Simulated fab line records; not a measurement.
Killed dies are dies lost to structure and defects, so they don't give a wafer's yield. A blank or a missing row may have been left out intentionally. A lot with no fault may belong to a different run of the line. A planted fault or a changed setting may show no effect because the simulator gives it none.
Which of the tools did it? :: flow sky130 :: Sampling: 11 lots, 33 wafers, 5 of 708 route steps

## WHAT THE GAUGES READ, wafer by wafer
SKY_LOCAL_INTERCONNECT_CD_MEAS_11: target cd 170 nm. Usual: cd nm reads 169.5 nm (standard deviation 1.6).
lot: L658
measured: day 30 17:59
on: cd sem-01
cd nm (nm): 169.8 170.0 169.8
flag: 

lot: L659
measured: day 31 04:48
on: cd sem-01
cd nm (nm): 168.1 167.3 169.2
flag: 

lot: L660
measured: day 31 11:28
on: cd sem-01
cd nm (nm): 171.1 172.0 172.1
flag: 

lot: L661
measured: day 32 05:25
on: cd sem-01
cd nm (nm): 169.8 168.8 169.5
flag: 

lot: L662
measured: day 32 05:46
on: cd sem-02
cd nm (nm): 168.4 168.1 167.8
flag: 

lot: L664
measured: day 33 06:52
on: cd sem-02
cd nm (nm): 172.6 173.1 171.5
flag: 

lot: L666
measured: day 34 09:39
on: cd sem-01
cd nm (nm): 168.9 170.5 169.2
flag: 

lot: L670
measured: day 34 22:24
on: cd sem-01
cd nm (nm): 168.0 167.9 168.8
flag: 

lot: L671
measured: day 35 11:08
on: cd sem-02
cd nm (nm): 168.2 168.4 168.7
flag: 

lot: L675
measured: day 36 10:43
on: cd sem-02
cd nm (nm): 172.0 170.6 171.9
flag: 

lot: L680
measured: day 38 02:04
on: cd sem-01
cd nm (nm): 172.6 169.8 170.9
flag: 

SKY_CONTACT_OVL_MEAS_15. Usual: CONTACT_OVL gives -1 nm (standard deviation 4.2).
lot: L658
measured: day 31 23:19
on: overlay-01
CONTACT_OVL (nm): -5 -5 -7
flag: 

lot: L659
measured: day 32 09:28
on: overlay-02
CONTACT_OVL (nm): 0 -5 2
flag: 

lot: L660
measured: day 32 17:16
on: overlay-02
CONTACT_OVL (nm): 0 -2 5
flag: 

lot: L661
measured: day 33 10:25
on: overlay-02
CONTACT_OVL (nm): -5 -5 1
flag: 

lot: L662
measured: day 33 10:56
on: overlay-01
CONTACT_OVL (nm): -6 -1 -5
flag: 

lot: L664
measured: day 34 11:26
on: overlay-02
CONTACT_OVL (nm): 71 60 75
flag: OFF

lot: L666
measured: day 35 13:55
on: overlay-01
CONTACT_OVL (nm): 65 69 65
flag: OFF

lot: L670
measured: day 36 02:31
on: overlay-01
CONTACT_OVL (nm): 0 -6 -5
flag: 

lot: L671
measured: day 36 15:06
on: overlay-02
CONTACT_OVL (nm): 72 73 68
flag: OFF

lot: L675
measured: day 37 14:22
on: overlay-02
CONTACT_OVL (nm): 4 2 1
flag: 

lot: L680
measured: day 39 05:50
on: overlay-02
CONTACT_OVL (nm): 1 -4 -4
flag: 

SKY_CONTACT_RS_MEAS_25: the measuring method here is four-point-probe. Usual: CONTACT_W_RS gives 0.340 ohm/sq (standard deviation 0.0045).
lot: L658
measured: day 32 00:43
on: film metro-01
CONTACT_W_RS (ohm/sq): 0.335 0.335 0.337
flag: 

lot: L659
measured: day 32 10:29
on: film metro-01
CONTACT_W_RS (ohm/sq): 0.344 0.343 0.343
flag: 

lot: L660
measured: day 32 18:11
on: film metro-01
CONTACT_W_RS (ohm/sq): 0.338 0.347 0.341
flag: 

lot: L661
measured: day 33 11:25
on: film metro-01
CONTACT_W_RS (ohm/sq): 0.343 0.340 0.340
flag: 

lot: L662
measured: day 33 11:55
on: film metro-02
CONTACT_W_RS (ohm/sq): 0.339 0.337 0.340
flag: 

lot: L664
measured: day 34 12:23
on: film metro-02
CONTACT_W_RS (ohm/sq): 0.339 0.341 0.340
flag: 

lot: L666
measured: day 35 14:53
on: film metro-01
CONTACT_W_RS (ohm/sq): 0.343 0.335 0.340
flag: 

lot: L670
measured: day 36 03:29
on: film metro-04
CONTACT_W_RS (ohm/sq): 0.350 0.346 0.351
flag: 

lot: L671
measured: day 36 16:10
on: film metro-02
CONTACT_W_RS (ohm/sq): 0.344 0.348 0.344
flag: 

lot: L675
measured: day 37 15:18
on: film metro-01
CONTACT_W_RS (ohm/sq): 0.337 0.342 0.345
flag: 

lot: L680
measured: day 39 06:51
on: film metro-01
CONTACT_W_RS (ohm/sq): 0.340 0.345 0.346
flag: 

## WHICH TOOL RAN EACH LOT (tool, then ch and the chambers of the sampled wafers, then the start)
lot: L658
SKY_LOCAL_INTERCONNECT_STRIP_15: plasma asher-01 ch 0,1, day 30 18:14
SKY_CONTACT_EXPOSE_11: krf scanner-01 ch 0, day 31 09:26

lot: L659
SKY_LOCAL_INTERCONNECT_STRIP_15: plasma asher-03 ch 0,1, day 31 05:04
SKY_CONTACT_EXPOSE_11: krf scanner-01 ch 0, day 31 19:45

lot: L660
SKY_LOCAL_INTERCONNECT_STRIP_15: plasma asher-01 ch 0,1, day 31 11:44
SKY_CONTACT_EXPOSE_11: krf scanner-01 ch 0, day 32 02:59

lot: L661
SKY_LOCAL_INTERCONNECT_STRIP_15: plasma asher-02 ch 0, day 32 05:40
SKY_CONTACT_EXPOSE_11: krf scanner-02 ch 0, day 32 21:01

lot: L662
SKY_LOCAL_INTERCONNECT_STRIP_15: plasma asher-03 ch 0,1, day 32 06:01
SKY_CONTACT_EXPOSE_11: krf scanner-01 ch 0, day 32 21:35

lot: L664
SKY_LOCAL_INTERCONNECT_STRIP_15: plasma asher-03 ch 0,1, day 33 07:08
SKY_CONTACT_EXPOSE_11: krf scanner-01 ch 0, day 33 21:55

lot: L666
SKY_LOCAL_INTERCONNECT_STRIP_15: plasma asher-02 ch 0,1, day 34 09:55
SKY_CONTACT_EXPOSE_11: krf scanner-01 ch 0, day 35 00:28

lot: L670
SKY_LOCAL_INTERCONNECT_STRIP_15: plasma asher-01 ch 1, day 34 22:40
SKY_CONTACT_EXPOSE_11: krf scanner-02 ch 0, day 35 13:19

lot: L671
SKY_LOCAL_INTERCONNECT_STRIP_15: plasma asher-03 ch 1, day 35 11:30
SKY_CONTACT_EXPOSE_11: krf scanner-01 ch 0, day 36 02:11

lot: L675
SKY_LOCAL_INTERCONNECT_STRIP_15: plasma asher-01 ch 0,1, day 36 10:59
SKY_CONTACT_EXPOSE_11: krf scanner-02 ch 0, day 37 01:37

lot: L680
SKY_LOCAL_INTERCONNECT_STRIP_15: plasma asher-03 ch 0,1, day 38 02:19
SKY_CONTACT_EXPOSE_11: krf scanner-02 ch 0, day 38 16:32
- SKY_LOCAL_INTERCONNECT_STRIP_15: strips in O2/N2.
- SKY_CONTACT_EXPOSE_11: exposes mask CTM1, target cd 170 nm.

## WHAT THE TOOLS THEMSELVES READ (means of the sampled wafers that have a number; where no wafer has one, the mark that the record gives instead)
SKY_LOCAL_INTERCONNECT_STRIP_15. Usual: drypump motor current A 5.8 A, standard deviation 0.33; oes product au 0.426 a.u., standard deviation 0.0044; strip time to endpoint s 4.730 s, standard deviation 0.022.
lot: L658
tool: plasma asher-01
drypump motor current A (A): 5.8
oes product au (a.u.): 0.424
strip time to endpoint s (s): 4.713
flag: 

lot: L659
tool: plasma asher-03
drypump motor current A (A): 6.0
oes product au (a.u.): 0.428
strip time to endpoint s (s): 4.746
flag: 

lot: L660
tool: plasma asher-01
drypump motor current A (A): 5.8
oes product au (a.u.): 0.428
strip time to endpoint s (s): 4.738
flag: 

lot: L661
tool: plasma asher-02
drypump motor current A (A): 5.1
oes product au (a.u.): 0.428
strip time to endpoint s (s): 4.721
flag: 

lot: L662
tool: plasma asher-03
drypump motor current A (A): 5.9
oes product au (a.u.): 0.429
strip time to endpoint s (s): 4.740
flag: 

lot: L664
tool: plasma asher-03
drypump motor current A (A): 5.9
oes product au (a.u.): 0.419
strip time to endpoint s (s): 4.723
flag: 

lot: L666
tool: plasma asher-02
drypump motor current A (A): 5.4
oes product au (a.u.): 0.426
strip time to endpoint s (s): 4.719
flag: 

lot: L670
tool: plasma asher-01
drypump motor current A (A): 5.5
oes product au (a.u.): 0.425
strip time to endpoint s (s): 4.761
flag: 

lot: L671
tool: plasma asher-03
drypump motor current A (A): 5.8
oes product au (a.u.): 0.427
strip time to endpoint s (s): 4.742
flag: 

lot: L675
tool: plasma asher-01
drypump motor current A (A): 5.7
oes product au (a.u.): 0.426
strip time to endpoint s (s): 4.717
flag: 

lot: L680
tool: plasma asher-03
drypump motor current A (A): 6.0
oes product au (a.u.): 0.427
strip time to endpoint s (s): 4.740
flag: 

SKY_CONTACT_EXPOSE_11. Usual: stage vel mm s 500.00 mm/s, standard deviation 0.24.
lot: L658
tool: krf scanner-01
stage vel mm s (mm/s): 499.80
flag: 

lot: L659
tool: krf scanner-01
stage vel mm s (mm/s): 500.11
flag: 

lot: L660
tool: krf scanner-01
stage vel mm s (mm/s): 499.66
flag: 

lot: L661
tool: krf scanner-02
stage vel mm s (mm/s): 500.06
flag: 

lot: L662
tool: krf scanner-01
stage vel mm s (mm/s): 500.06
flag: 

lot: L664
tool: krf scanner-01
stage vel mm s (mm/s): 499.96
flag: 

lot: L666
tool: krf scanner-01
stage vel mm s (mm/s): 499.84
flag: 

lot: L670
tool: krf scanner-02
stage vel mm s (mm/s): 500.03
flag: 

lot: L671
tool: krf scanner-01
stage vel mm s (mm/s): 500.02
flag: 

lot: L675
tool: krf scanner-02
stage vel mm s (mm/s): 499.97
flag: 

lot: L680
tool: krf scanner-02
stage vel mm s (mm/s): 500.18
flag: 

## THE ANSWER, worked out from the rows above alone
Rule: a lot counts as off when the mean over its wafers that have a number is more than 3 standard deviations away from the usual mean. Also off: a lot with no number at a reading for which 4 or more lots have one. Where the step has rows for the other lots, those lots are counted as sound. First the gauges in route order, then the tools' own readings, where a lot's mean is used as printed above. The first step at which some lot is off is used, and at that step the reading that is off furthest; a lot without a number counts as furthest.
Off: L664, L666, L671, at SKY_CONTACT_OVL_MEAS_15 (CONTACT_OVL).
If a tool, at a process step before that reading, ran all the lots that are off and no sound lot after the first of them, it fits. The gauges at SKY_CONTACT_OVL_MEAS_15 are tried like those tools. One candidate fits, namely krf scanner-01 at SKY_CONTACT_EXPOSE_11. A fault onset in the window from L662 (day 32 21:35, its last sound lot) to L664 (day 33 21:55, its first lot off) fits.

## WHAT WAS PUT IN BY THE SIMULATOR
Scanner matching overlay: krf scanner-01, from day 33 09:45 on, at SKY_CONTACT_EXPOSE_11. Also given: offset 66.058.
Struck lots among those shown: L664, L666, L671. Same finding as the rule above.
